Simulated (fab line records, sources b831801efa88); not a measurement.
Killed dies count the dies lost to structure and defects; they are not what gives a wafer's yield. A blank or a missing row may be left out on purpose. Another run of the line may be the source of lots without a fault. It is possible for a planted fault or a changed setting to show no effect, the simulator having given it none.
Matching of chambers / flow gf180mcu / GF_POLY_GATE_ETCH_13 on rie-si-01 has 4 sister chambers
The step etches poly-Si in HBr/Cl2, stops on SiO2, target depth 198.5 nm, time 69.6 s. 16 wafers are shown with their chamber, then 8 later ones without.

## WAFERS, EACH WITH ITS CHAMBER
wafer=L969.1; chamber=3; drypump-motor-current-A (A)=5.8; oes-product-au (a.u.)=0.988; HBr_flow_sccm (sccm)=149.5
wafer=L969.3; chamber=0; drypump-motor-current-A (A)=5.8; oes-product-au (a.u.)=0.995; HBr_flow_sccm (sccm)=150.0
wafer=L969.5; chamber=3; drypump-motor-current-A (A)=5.8; oes-product-au (a.u.)=0.990; HBr_flow_sccm (sccm)=148.2
wafer=L975.2; chamber=2; drypump-motor-current-A (A)=5.8; oes-product-au (a.u.)=0.998; HBr_flow_sccm (sccm)=150.3
wafer=L975.3; chamber=1; drypump-motor-current-A (A)=5.9; oes-product-au (a.u.)=0.993; HBr_flow_sccm (sccm)=151.2
wafer=L975.4; chamber=0; drypump-motor-current-A (A)=5.8; oes-product-au (a.u.)=0.997; HBr_flow_sccm (sccm)=150.1
wafer=L978.2; chamber=0; drypump-motor-current-A (A)=5.8; oes-product-au (a.u.)=0.996; HBr_flow_sccm (sccm)=149.7
wafer=L978.3; chamber=1; drypump-motor-current-A (A)=5.9; oes-product-au (a.u.)=0.992; HBr_flow_sccm (sccm)=149.9
wafer=L978.5; chamber=0; drypump-motor-current-A (A)=5.8; oes-product-au (a.u.)=0.993; HBr_flow_sccm (sccm)=149.8
wafer=L981.1; chamber=2; drypump-motor-current-A (A)=5.9; oes-product-au (a.u.)=0.989; HBr_flow_sccm (sccm)=150.1
wafer=L981.2; chamber=3; drypump-motor-current-A (A)=5.8; oes-product-au (a.u.)=0.978; HBr_flow_sccm (sccm)=150.1
wafer=L981.6; chamber=0; drypump-motor-current-A (A)=5.8; oes-product-au (a.u.)=0.988; HBr_flow_sccm (sccm)=150.3
wafer=L982.4; chamber=2; drypump-motor-current-A (A)=5.9; oes-product-au (a.u.)=0.991; HBr_flow_sccm (sccm)=149.8
wafer=L982.5; chamber=3; drypump-motor-current-A (A)=5.8; oes-product-au (a.u.)=0.985; HBr_flow_sccm (sccm)=149.8
wafer=L982.6; chamber=2; drypump-motor-current-A (A)=5.9; oes-product-au (a.u.)=0.979; HBr_flow_sccm (sccm)=149.3
wafer=L984.3; chamber=0; drypump-motor-current-A (A)=5.9; oes-product-au (a.u.)=0.994; HBr_flow_sccm (sccm)=149.8

SIGNATURES, as means of the wafers listed above
reading=drypump-motor-current-A; chamber 0=5.817; chamber 1=5.900; chamber 2=5.875; chamber 3=5.800; scatter within a chamber=0.0363
reading=oes-product-au; chamber 0=0.99383; chamber 1=0.99250; chamber 2=0.98925; chamber 3=0.98525; scatter within a chamber=0.00515
reading=HBr_flow_sccm; chamber 0=149.950; chamber 1=150.550; chamber 2=149.875; chamber 3=149.400; scatter within a chamber=0.56
Rule: a wafer's distance from a chamber is the root of the sum, over the readings, of the square of ((its reading less the chamber's mean) divided by the reading's scatter). If the next closest chamber is less than 2 further off than the closest, the wafer can't be placed; otherwise it belongs to the closest. The scatter is the square root of a quotient: the sum, over the shown wafers, of each reading's squared deviation from its chamber's mean, divided by wafers minus chambers.

## WAFERS WHOSE CHAMBER IS MISSING
wafer=L984.5; drypump-motor-current-A (A)=5.8; oes-product-au (a.u.)=1.000; HBr_flow_sccm (sccm)=150.6
wafer=L984.6; drypump-motor-current-A (A)=5.8; oes-product-au (a.u.)=0.971; HBr_flow_sccm (sccm)=150.1
wafer=L986.1; drypump-motor-current-A (A)=5.9; oes-product-au (a.u.)=0.982; HBr_flow_sccm (sccm)=149.9
wafer=L986.4; drypump-motor-current-A (A)=5.8; oes-product-au (a.u.)=0.989; HBr_flow_sccm (sccm)=150.1
wafer=L986.6; drypump-motor-current-A (A)=5.9; oes-product-au (a.u.)=0.987; HBr_flow_sccm (sccm)=150.1
wafer=L987.1; drypump-motor-current-A (A)=5.9; oes-product-au (a.u.)=0.999; HBr_flow_sccm (sccm)=149.9
wafer=L987.2; drypump-motor-current-A (A)=5.9; oes-product-au (a.u.)=0.986; HBr_flow_sccm (sccm)=150.4
wafer=L987.6; drypump-motor-current-A (A)=5.8; oes-product-au (a.u.)=0.993; HBr_flow_sccm (sccm)=149.2

## EACH ONE'S CHAMBER
wafer=L984.5; from the rows above=can't be placed: 0 or 1 or 2 or 3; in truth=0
wafer=L984.6; from the rows above=can't be placed: 3 or 2 or 0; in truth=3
wafer=L986.1; from the rows above=can't be placed: 2 or 1 or 3 or 0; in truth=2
wafer=L986.4; from the rows above=can't be placed: 0 or 3 or 2 or 1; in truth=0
wafer=L986.6; from the rows above=can't be placed: 2 or 1 or 0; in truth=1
wafer=L987.1; from the rows above=can't be placed: 1 or 2 or 0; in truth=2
wafer=L987.2; from the rows above=can't be placed: 1 or 2 or 0 or 3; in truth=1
wafer=L987.6; from the rows above=can't be placed: 0 or 3 or 2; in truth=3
Correctly placed: 0 of 8. These rows do not allow placing 8 (true chamber among the candidates in 8). Number placed wrongly: 0.
